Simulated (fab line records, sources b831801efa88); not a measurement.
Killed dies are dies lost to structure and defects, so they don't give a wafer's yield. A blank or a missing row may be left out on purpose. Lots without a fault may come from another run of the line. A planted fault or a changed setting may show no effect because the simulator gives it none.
A struck lot beside a sound one | flow gf180mcu | 20 steps out of a route of 602
Sound: wafers L707.2, L707.4, L707.6. Struck: wafers L714.2, L714.4, L714.6. The cause comes at the end.
At each step with rows: each side's tool, then ch and its chambers, then its first start. Under that, the readings that differ: sound wafers | struck wafers | difference of the means | sigmas: that difference in standard deviations of wafers without a fault.
alike: readings whose means differ by less than 2 such deviations, and words and numbers that are the same on both sides. not compared: withheld readings, readings that some wafer has no value for, bounds like >300 that may hide the same value, and numbers for which the record gives no deviation and whose values overlap.
The two part at a step that has a row with sigmas, a row that says differs or no value, or rows on one side only. Numbers that don't overlap but have no deviation are shown without sigmas and don't part them. A reading that every wafer of one side lacks parts them only if that side has two wafers or more.

first, 6 steps without rows for these wafers: GF_M4_HMDS_08 (prime time 60 s); GF_M4_COAT_09 (resist thk 1000 nm); GF_M4_SOFTBAKE_10 (time 60 s); GF_M4_EXPOSE_11 (exposes mask Metal4, target cd 280 nm); GF_M4_PEB_12 (peb time 90 s); GF_M4_DEVELOP_13 (develop time 60 s).
GF_M4_CD_MEAS_14: target cd 280 nm.
  sound on cd_sem-02, day 26 23:00; struck on cd_sem-02, day 28 23:18
  alike: cd_nm
GF_M4_OVL_MEAS_15:
  sound on overlay-02, day 26 23:07; struck on overlay-01, day 28 23:25
  alike: M4_OVL
GF_M4_METAL_ETCH_16: etches the open film in Cl2/BCl3, stops on SiO2, target depth 750.8 nm, time 125.1 s.
  sound on rie_metal-04 ch 1, day 26 23:08; struck on rie_metal-02 ch 0,1, day 28 23:26
  alike: bias_w, drypump_motor_current_A, oes_product_au, throttle_valve_pct
  not compared: rf_hours_counter_h
GF_M4_STRIP_17: strips in O2/N2.
  sound on plasma_asher-01 ch 1, day 26 23:16; struck on plasma_asher-04 ch 0, day 28 23:34
  reading                     | sound       | struck      | difference | sigmas
  drypump_motor_current_A (A) | 5.2 5.2 5.2 | 5.9 6.0 5.9 | +0.7       | +2
  heater_power_w (W)          | 280 282 279 | 331 323 326 | +46        | +3
  alike: oes_product_au, strip_time_to_endpoint_s
  not compared: rf_hours_counter_h
then, 2 steps without rows for these wafers: GF_M4_STRIP_18 (strips in post etch residue remover, time 1200 s); GF_M4_CLEAN_19 (cleans in DIW).
GF_V4_CVD_00: deposits SiO2, target thk 600 nm, time 100 s.
  sound on hdpcvd-02 ch 0,1, day 26 23:48; struck on hdpcvd-01 ch 0,2, day 29 00:20
GF_V4_THK_MEAS_01:
  sound on film_metro-01, day 26 23:53; struck on film_metro-02, day 29 00:25
  reading            | sound       | struck         | difference | sigmas
  V4_CVD_00_THK (nm) | 597 591 590 | 1207 1224 1199 | +617       | +73
GF_V4_CVD_02: deposits SiO2 from TEOS, target thk 850 nm, time 94.851 s.
  sound on pecvd-02 ch 0,1,2, day 26 23:56; struck on pecvd-01 ch 0,1,2, day 29 00:28
  alike: heater_power_w
GF_V4_THK_MEAS_03:
  sound on film_metro-04, day 27 00:01; struck on film_metro-01, day 29 00:33
  alike: V4_CVD_02_THK
GF_V4_CMP_04: polishes SiO2.
  sound on cmp-01 ch 0,1, day 27 00:04; struck on cmp-01 ch 0,3, day 29 00:39
  alike: edge_zone_pressure_frac, motor_current_A, slurry_flow_ml_min, time_to_endpoint_s
GF_V4_BOW_MEAS_05:
  sound on film_metro-02, day 27 00:23; struck on film_metro-02, day 29 00:59
  reading     | sound       | struck      | difference | sigmas
  V4_BOW (um) | 132 131 139 | 149 153 158 | +19        | +2
then, 1 step without rows for these wafers: GF_V4_DEHYDRATE_06 (time 60 s).
GF_PASSIVATION_PROBE_99:
  the record has rows for the sound wafers here (prober-01, day 32 01:22) and none for the struck ones

WHERE THEY PART
First at GF_M4_STRIP_17; last, within this record, at GF_PASSIVATION_PROBE_99.

WHY: what the simulator had put in
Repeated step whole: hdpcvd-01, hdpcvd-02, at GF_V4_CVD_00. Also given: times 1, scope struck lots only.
